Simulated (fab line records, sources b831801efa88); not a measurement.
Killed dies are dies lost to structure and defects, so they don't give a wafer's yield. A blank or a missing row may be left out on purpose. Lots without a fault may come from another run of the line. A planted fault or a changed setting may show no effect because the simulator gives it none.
A struck lot beside a sound one | flow sky130 | 16 steps out of a route of 708
Sound: wafers L289.3, L289.5, L289.6. Struck: wafers L283.2, L283.4, L283.6. The cause comes at the end.
At each step with rows: each side's tool, then ch and its chambers, then its first start. Under that, the readings that differ: sound wafers | struck wafers | difference of the means | sigmas: that difference in standard deviations of wafers without a fault.
alike: readings whose means differ by less than 2 such deviations, and words and numbers that are the same on both sides. not compared: withheld readings, readings that some wafer has no value for, bounds like >300 that may hide the same value, and numbers for which the record gives no deviation and whose values overlap.
The two part at a step that has a row with sigmas, a row that says differs or no value, or rows on one side only. Numbers that don't overlap but have no deviation are shown without sigmas and don't part them. A reading that every wafer of one side lacks parts them only if that side has two wafers or more.

first, 9 steps without rows for these wafers: SKY_CAP2M_CLEAN_17 (cleans in O3/DIW); SKY_METAL4_DEHYDRATE_05 (time 60 s); SKY_METAL4_HMDS_06 (prime time 60 s); SKY_METAL4_COAT_07 (resist thk 60 nm); SKY_METAL4_COAT_08 (resist thk 1140 nm); SKY_METAL4_SOFTBAKE_09 (time 90 s); SKY_METAL4_EXPOSE_10 (exposes mask MM4, target cd 300 nm); SKY_METAL4_PEB_11; SKY_METAL4_DEVELOP_12 (develop time 60 s).
SKY_METAL4_CD_MEAS_13: target cd 300 nm.
  sound on cd_sem-01, day 45 17:37; struck on cd_sem-02, day 45 15:26
  alike: cd_nm
SKY_METAL4_OVL_MEAS_14:
  sound on overlay-02, day 45 17:42; struck on overlay-01, day 45 15:32
  reading         | sound  | struck  | difference | sigmas
  METAL4_OVL (nm) | 10 8 5 | -7 2 -2 | -10        | -2
SKY_METAL4_DESCUM_15: chemistry O2, time 8 s.
  sound on rie_metal-02 ch 1, day 45 17:45; struck on rie_metal-01 ch 0,1, day 45 15:34
  alike: drypump_motor_current_A, he_backside_leak_sccm, oes_product_au
  not compared: rf_hours_counter_h
SKY_METAL4_ETCH_16: etches BARC in N2/H2, stops on SiO2, time 88.2 s, target depth 60 nm.
  sound on rie_metal-02 ch 1, day 45 17:51; struck on rie_metal-01 ch 0,1, day 45 15:37
  reading                                       | sound          | struck            | difference | sigmas
  model.KrF-thick_of_METAL4_COAT_08.thk_nm (nm) | 1083 1084 1084 | 1091 1091 1096    | +9         |
  model.METAL4.cd_nm (nm)                       | 299.1 301 298  | 302.4 307.9 302.1 | +4.8       |
  alike: drypump_motor_current_A, he_backside_leak_sccm, oes_product_au, throttle_valve_pct
  not compared: rf_hours_counter_h
SKY_METAL4_ETCH_17: etches SiO2 in C4F8/O2/Ar, stops on TiN, time 3.9 s, target depth 15 nm.
  sound on rie_diel-02 ch 0,1,3, day 45 17:59; struck on rie_diel-04 ch 0,3, day 45 15:42
  reading                 | sound           | struck          | difference | sigmas
  model.METAL4.cd_nm (nm) | 299.2 301 297.9 | 302.4 307.8 302 | +4.7       |
  alike: oes_product_au
  not compared: rf_hours_counter_h
SKY_METAL4_METAL_ETCH_18: etches the open film in Cl2/BCl3, stops on SiO2, target depth 845 nm, time 183.1 s.
  sound on rie_metal-03 ch 0,1, day 45 18:04; struck on rie_metal-03 ch 0,1, day 45 15:43
  alike: drypump_motor_current_A, he_backside_leak_sccm, oes_product_au, throttle_valve_pct
  not compared: rf_hours_counter_h
-- the record jumps here: 4 days lie between the struck wafers' starts before and after (it left off in module METAL4 and takes up again in module PAD_OPEN, whose first step shown is number 708 of the route) --
SKY_PAD_OPEN_PROBE_99:
  sound on prober-01, day 49 08:13; struck on prober-01, day 49 06:40
  alike: defect_limited_yield, killed_at_M0_to_M3, killed_at_M4_up, killed_at_contacts, killed_at_front_end, killed_dies, killed_open, killed_short

WHERE THEY PART
Only at SKY_METAL4_OVL_MEAS_14, within this record. Later steps at which nothing parts them and some readings are alike: SKY_METAL4_DESCUM_15, SKY_METAL4_ETCH_16, SKY_METAL4_ETCH_17, SKY_METAL4_METAL_ETCH_18, SKY_PAD_OPEN_PROBE_99.

WHY: what the simulator had put in
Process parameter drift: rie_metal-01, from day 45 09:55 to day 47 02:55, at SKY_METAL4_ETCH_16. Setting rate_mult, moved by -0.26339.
